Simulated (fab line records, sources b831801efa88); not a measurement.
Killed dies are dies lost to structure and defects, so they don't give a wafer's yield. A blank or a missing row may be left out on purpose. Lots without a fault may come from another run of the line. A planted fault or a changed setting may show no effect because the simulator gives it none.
A struck lot beside a sound one | flow sky130 | 26 steps out of a route of 708
Sound: wafers L729.2, L729.3, L729.4. Struck: wafers L739.2, L739.4, L739.5. The cause comes at the end.
At each step with rows: each side's tool, then ch and its chambers, then its first start. Under that, the readings that differ: sound wafers | struck wafers | difference of the means | sigmas: that difference in standard deviations of wafers without a fault.
alike: readings whose means differ by less than 2 such deviations, and words and numbers that are the same on both sides. not compared: withheld readings, readings that some wafer has no value for, bounds like >300 that may hide the same value, and numbers for which the record gives no deviation and whose values overlap.
The two part at a step that has a row with sigmas, a row that says differs or no value, or rows on one side only. Numbers that don't overlap but have no deviation are shown without sigmas and don't part them. A reading that every wafer of one side lacks parts them only if that side has two wafers or more.

first, 1 step without rows for these wafers: SKY_VT_ADJUST_HVTP_IMPLANT_09.
SKY_VT_ADJUST_HVTP_STRIP_10: strips in O2/N2.
  sound on plasma_asher-01 ch 0,1, day 8 13:43; struck on plasma_asher-03 ch 1, day 11 02:40
  alike: chamber_pressure_mTorr, drypump_motor_current_A, oes_product_au, strip_time_to_endpoint_s
  not compared: rf_hours_counter_h
SKY_VT_ADJUST_HVTP_TW_MEAS_11:
  sound on film_metro-03, day 8 13:49; struck on film_metro-03, day 11 02:46
  alike: VT_ADJUST_HVTP_TW
then, 7 steps without rows for these wafers: SKY_VT_ADJUST_LVTN_DEHYDRATE_00 (time 60 s); SKY_VT_ADJUST_LVTN_HMDS_01 (prime time 60 s); SKY_VT_ADJUST_LVTN_COAT_02 (resist thk 3000 nm); SKY_VT_ADJUST_LVTN_SOFTBAKE_03; SKY_VT_ADJUST_LVTN_EXPOSE_04 (exposes mask NWM COMPLEMENT LESS NATIVE, target cd 840 nm); SKY_VT_ADJUST_LVTN_PEB_05; SKY_VT_ADJUST_LVTN_DEVELOP_06 (develop time 60 s).
SKY_VT_ADJUST_LVTN_OVL_MEAS_07:
  sound on overlay-02, day 9 11:05; struck on overlay-01, day 12 02:56
  alike: VT_ADJUST_LVTN_OVL
then, 1 step without rows for these wafers: SKY_VT_ADJUST_LVTN_IMPLANT_08.
SKY_VT_ADJUST_LVTN_STRIP_09: strips in O2/N2.
  sound on plasma_asher-03 ch 0,1, day 9 11:16; struck on plasma_asher-02 ch 0,1, day 12 03:07
  no value came back on the struck wafers for chamber_pressure_mTorr (mTorr), drypump_motor_current_A (A), oes_product_au (a.u.), strip_time_to_endpoint_s (s); on the sound wafers chamber_pressure_mTorr (mTorr) reads 1500.9 1499.9 1499.3
  reading                                          | sound | struck         | difference | sigmas
  model.coat_of_VT_ADJUST_LVTN_COAT_02.thk_nm (nm) | 0 0 0 | 2992 2990 2992 | +2991      |
  not compared: rf_hours_counter_h
SKY_VT_ADJUST_LVTN_TW_MEAS_10:
  sound on film_metro-04, day 9 11:23; struck on film_metro-03, day 12 03:14
  reading           | sound             | struck            | difference | sigmas
  VT_ADJUST_LVTN_TW | 243.9 243.7 244.2 | 236.8 236.5 239.6 | -6.3       | -3
then, 7 steps without rows for these wafers: SKY_VT_ADJUST_LVTN_DEHYDRATE_11 (time 60 s); SKY_VT_ADJUST_LVTN_HMDS_12 (prime time 60 s); SKY_VT_ADJUST_LVTN_COAT_13 (resist thk 1140 nm); SKY_VT_ADJUST_LVTN_SOFTBAKE_14 (time 60 s); SKY_VT_ADJUST_LVTN_EXPOSE_15 (exposes mask HVN STD DERIVED, target cd 600 nm); SKY_VT_ADJUST_LVTN_PEB_16; SKY_VT_ADJUST_LVTN_DEVELOP_17 (develop time 60 s).
SKY_VT_ADJUST_LVTN_OVL_MEAS_18:
  sound on overlay-01, day 10 08:52; struck on overlay-02, day 13 03:52
  alike: VT_ADJUST_LVTN_01_OVL
then, 1 step without rows for these wafers: SKY_VT_ADJUST_LVTN_IMPLANT_19.
SKY_VT_ADJUST_LVTN_STRIP_20: strips in O2/N2.
  sound on plasma_asher-02 ch 0,1, day 10 09:02; struck on plasma_asher-02 ch 0,1, day 13 04:02
  reading                      | sound             | struck            | difference | sigmas
  oes_product_au (a.u.)        | 0.720 0.717 0.720 | 0.736 0.729 0.728 | +0.012     | +3
  strip_time_to_endpoint_s (s) | 14.15 14.18 14.23 | 58.53 58.52 58.55 | +44.35     | +99 or more
  alike: chamber_pressure_mTorr, drypump_motor_current_A
  not compared: rf_hours_counter_h
SKY_VT_ADJUST_LVTN_TW_MEAS_21:
  sound on film_metro-04, day 10 09:09; struck on film_metro-01, day 13 04:23
  reading             | sound             | struck         | difference | sigmas
  VT_ADJUST_LVTN_2_TW | 190.5 190.7 189.7 | 30.3 30.1 30.2 | -160.1     | -99 or more
  not compared: hold
SKY_PAD_OPEN_PROBE_99:
  the record has rows for the sound wafers here (prober-01, day 48 11:16) and none for the struck ones

WHERE THEY PART
First at SKY_VT_ADJUST_LVTN_STRIP_09; last, within this record, at SKY_PAD_OPEN_PROBE_99.

WHY: what the simulator had put in
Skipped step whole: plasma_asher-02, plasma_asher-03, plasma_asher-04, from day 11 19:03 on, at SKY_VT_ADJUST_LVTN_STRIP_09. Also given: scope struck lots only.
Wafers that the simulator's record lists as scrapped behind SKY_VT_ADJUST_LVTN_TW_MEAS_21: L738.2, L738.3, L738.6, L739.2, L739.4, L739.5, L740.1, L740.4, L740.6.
